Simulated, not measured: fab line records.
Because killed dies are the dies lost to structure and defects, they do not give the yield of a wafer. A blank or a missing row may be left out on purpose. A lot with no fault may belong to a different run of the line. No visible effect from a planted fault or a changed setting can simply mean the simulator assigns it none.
Struck lot and sound lot, side by side :: flow sky130 :: 35 out of 708 route steps
Sound: these wafers, L466.3, L466.4, L466.6. Wafers struck: L469.1, L469.4, L469.5. At the end, the cause is stated.
Each step with rows lists, per side, the tool, then ch with its chambers, then its first start. Under that, the readings that differ: sound wafers :: struck wafers :: difference of the means :: sigmas: that difference in standard deviations of wafers without a fault.
alike: words and numbers the same on both sides, and readings whose means are apart by under 2 such deviations; not compared: readings that were withheld, readings missing a value for some wafer, numbers with overlapping values and no deviation given by the record, and bounds like >300 which may hide the same value.
Wherever a step has rows on one side only, a row that says differs or no value, or a row with sigmas, the two part there. Numbers that have no deviation but don't overlap get no sigmas and don't part them. Lack of a reading on every wafer of one side parts them only where that side has two or more wafers.

first, 9 steps without rows for these wafers: SKY_METAL4_DESCUM_15 (chemistry O2, time 8 s); SKY_METAL4_ETCH_16 (etches BARC in N2/H2, stops on SiO2, time 88.2 s, target depth 60 nm); SKY_METAL4_ETCH_17 (etches SiO2 in C4F8/O2/Ar, stops on TiN, time 3.9 s, target depth 15 nm); SKY_METAL4_METAL_ETCH_18 (etches the open film in Cl2/BCl3, stops on SiO2, target depth 845 nm, time 183.1 s); SKY_METAL4_STRIP_19 (strips in O2/N2); SKY_METAL4_STRIP_20 (strips in post etch residue remover, time 1200 s); SKY_METAL4_CLEAN_21 (cleans in IPA, time 180 s); SKY_METAL4_CLEAN_22 (cleans in O3/DIW); SKY_VIA4_HDPCVD_00 (deposits SiO2, target thk 1750 nm, time 291.7 s).
SKY_VIA4_CMP_02: polishes SiO2.
  sound on cmp-02 ch 1,2,3, day 47 05:17; struck on cmp-01 ch 0,2, day 47 11:17
reading: model.SiO2_of_VIA4_HDPCVD_00.thk_nm (nm)
sound: 579.3 579.2 578.8
struck: 521.4 521.9 522.4
difference: -57.2
sigmas: 
  alike: motor_current_A, slurry_flow_ml_min
then, 7 steps without rows for these wafers: SKY_VIA4_DEHYDRATE_04 (time 60 s); SKY_VIA4_HMDS_05 (prime time 60 s); SKY_VIA4_COAT_06 (resist thk 1140 nm); SKY_VIA4_SOFTBAKE_07 (time 60 s); SKY_VIA4_EXPOSE_08 (exposes mask VIM4, target cd 800 nm); SKY_VIA4_PEB_09; SKY_VIA4_DEVELOP_10 (develop time 60 s).
SKY_VIA4_ETCH_12: etches SiO2 in C4F8/O2/Ar, stops on TiN, target depth 580 nm.
  sound on rie_diel-01 ch 0,1,3, day 48 01:43; struck on rie_diel-03 ch 0,2, day 48 07:28
reading: oes_product_au (a.u.)
sound: 0.933 0.918 0.919
struck: 0.864 0.871 0.866
difference: -0.056
sigmas: -11

reading: model.etch.depth_nm (nm)
sound: 579.3 579.2 578.8
struck: 521.4 521.9 522.4
difference: -57.2
sigmas: 

reading: model.VIA4.feature_depth_nm (nm)
sound: 579.3 579.2 578.8
struck: 521.4 521.9 522.4
difference: -57.2
sigmas: 
then, 15 steps without rows for these wafers: SKY_VIA4_STRIP_13 (strips in O2/N2); SKY_VIA4_STRIP_14 (strips in post etch residue remover, time 1200 s); SKY_VIA4_CLEAN_15 (cleans in IPA, time 180 s); SKY_VIA4_CLEAN_16 (cleans in O3/DIW); SKY_VIA4_SPUTTER_17 (material TiN, target thk 20 nm, time 80 s); SKY_VIA4_CVD_18 (deposits W, target thk 505 nm, time 152.14 s); SKY_VIA4_CMP_21 (polishes, stops on SiO2, t overpolish 25 s, target thk 0 nm); SKY_METAL5_SPUTTER_00 (material Ti, target thk 15 nm, time 10 s); SKY_METAL5_SPUTTER_01 (material TiN, target thk 20 nm, time 16.7 s); SKY_METAL5_SPUTTER_02 (material AlCu, target thk 1150 nm, time 61.2 s); SKY_METAL5_SPUTTER_03 (material Ti, target thk 5 nm, time 3.3 s); SKY_METAL5_SPUTTER_04 (material TiN, target thk 70 nm, time 58.3 s); SKY_METAL5_DEHYDRATE_07 (time 60 s); SKY_METAL5_HMDS_08 (prime time 60 s); SKY_METAL5_COAT_09 (resist thk 1800 nm).
SKY_METAL5_METAL_ETCH_15: etches the open film in Cl2/BCl3, stops on SiO2, target depth 1260 nm, time 252 s.
  sound on rie_metal-04 ch 0,1, day 48 22:27; struck on rie_metal-04 ch 0,1, day 49 03:28
reading: model.SiO2_of_VIA4_HDPCVD_00.thk_nm (nm)
sound: 548.8 548.6 547.9
struck: 490.7 491.2 491.9
difference: -57.2
sigmas: 
  alike: drypump_motor_current_A, oes_product_au, throttle_valve_pct
  not compared: rf_hours_counter_h
SKY_PAD_OPEN_PROBE_99:
  struck on prober-02, day 50 15:53; sound on prober-01, day 50 11:14
  alike: defect_limited_yield, killed_at_M0_to_M3, killed_at_M4_up, killed_at_contacts, killed_at_front_end, killed_at_other, killed_dies, killed_open, killed_short, sort_bin_3_pad_short, sort_bin_5_function, sort_bin_6_memory, sort_n_pass, sort_yield_pct

WHERE THEY PART
At SKY_VIA4_ETCH_12 and nowhere else, as far as this record goes. Later steps at which nothing parts them and some readings are alike: SKY_METAL5_METAL_ETCH_15, SKY_PAD_OPEN_PROBE_99.

WHY: the cause the simulator had injected
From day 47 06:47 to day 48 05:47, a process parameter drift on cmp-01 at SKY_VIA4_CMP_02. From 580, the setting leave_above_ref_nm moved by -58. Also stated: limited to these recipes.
